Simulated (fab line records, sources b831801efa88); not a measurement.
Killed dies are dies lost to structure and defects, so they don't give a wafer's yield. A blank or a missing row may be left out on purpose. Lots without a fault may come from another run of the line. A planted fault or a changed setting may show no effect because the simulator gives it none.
Problem report in the 8D (eight disciplines) form, filled by code | flow sky130 | the parts of the form that need people (team, actions taken, sign-off) are left out

1. THE PROBLEM
CAPM_TIN_RS at SKY_CAPM_RS_MEAS_03 reads a mean of 6.54 ohm/sq on 2 wafers of 2 lots; wafers without a fault read 6.97 ohm/sq with a standard deviation of 0.08. That is -5.4 standard deviations from the usual mean.
The step: measures by four-point-probe.
First seen on wafer L333.6, day 41 03:20, on film_metro-01. The record holds 27 wafers of 9 lots with a number at this step. Rule for "out", or "out of limits": more than 4 standard deviations from the usual mean. The other wafers with a number count as sound.

2. WHAT IT IS AND WHAT IT IS NOT
question                    | is                           | is not
which readings at this step | CAPM_TIN_RS                  | -
which lots                  | L333, L335                   | L316, L317, L319, L325, L332, L336, L339
which wafers of those lots  | L333.6, L335.5               | L333.1, L333.3, L335.1, L335.3
read on which gauges        | film_metro-01, film_metro-04 | film_metro-03
when                        | from day 41 03:20            | up to then (17 sound wafers); but 8 sound wafers of L335, L336, L339 came after

3. SUSPECTS, AND WHAT RULES EACH OUT
Counting: a tool at a process step up to the reading stays a suspect if it ran every lot that is out. Sound lots after the first of them don't rule it out here, since some wafers of a struck lot are sound.
- the gauge at SKY_CAPM_RS_MEAS_03: ruled out. The wafers that are out were read on 2 gauges (film_metro-01, film_metro-04).
- pvd_sputter-04 at SKY_CAPM_SPUTTER_02 (material TiN, target thk 200 nm, time 166.7 s): kept. It ran every lot that is out, first L333 (day 41 03:14); its last sound lot up to then is L325 (day 39 15:36).
Left after counting: pvd_sputter-04 at SKY_CAPM_SPUTTER_02.

4. THE CAUSE (what the simulator had put in)
Process parameter drift: pvd_sputter-04, from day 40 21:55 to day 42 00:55, at SKY_CAPM_SPUTTER_02. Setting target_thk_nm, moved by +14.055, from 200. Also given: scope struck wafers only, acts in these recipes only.
Counting left only this tool.

5. THE CHAIN OF EFFECTS, in route order
Each row: a reading whose mean over the struck wafers that have a number lies more than 3 standard deviations from the usual. Only readings for which the record gives a usual standard deviation are gone through. hours: the time from each lot's start at the first step in this table that gives one to its start at this step, as a median over the lots. sigmas: the change in usual standard deviations.
hours | step                   | reading            | usual       | on struck wafers | change | sigmas
0     | SKY_CAPM_RS_MEAS_03    | CAPM_TIN_RS        | 6.97 ohm/sq | 6.54             | -0.43  | -5.4
0     | SKY_CAPM_THK_MEAS_04   | CAPM_TIN_THK       | 198.7 nm    | 211.6            | +12.9  | +5.6
24    | SKY_CAPM_METAL_ETCH_13 | oes_product_au     | 0.937 a.u.  | 0.972            | +0.034 | +4.3
24    | SKY_CAPM_METAL_ETCH_13 | throttle_valve_pct | 21.904 %    | 21.874           | -0.030 | -3.0
The process steps in it:
- SKY_CAPM_METAL_ETCH_13: etches TiN in Cl2/BCl3, stops on SiO2, target depth 220 nm, time 62.9 s.

6. WHAT WOULD HAVE CAUGHT IT SOONER
In this record the first reading out of limits at a measuring or inspecting step was taken at day 41 03:20, 5 hours after the fault began at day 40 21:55.
Of the tool readings at SKY_CAPM_SPUTTER_02 for which the record gives a usual standard deviation, none was out on any struck wafer, so an alarm limit of 4 standard deviations on them would not have fired.
Of the lots that are out (2), L335 began SKY_CAPM_SPUTTER_02 on pvd_sputter-04 after day 41 03:20. A hold on the tool at that time would have spared it.
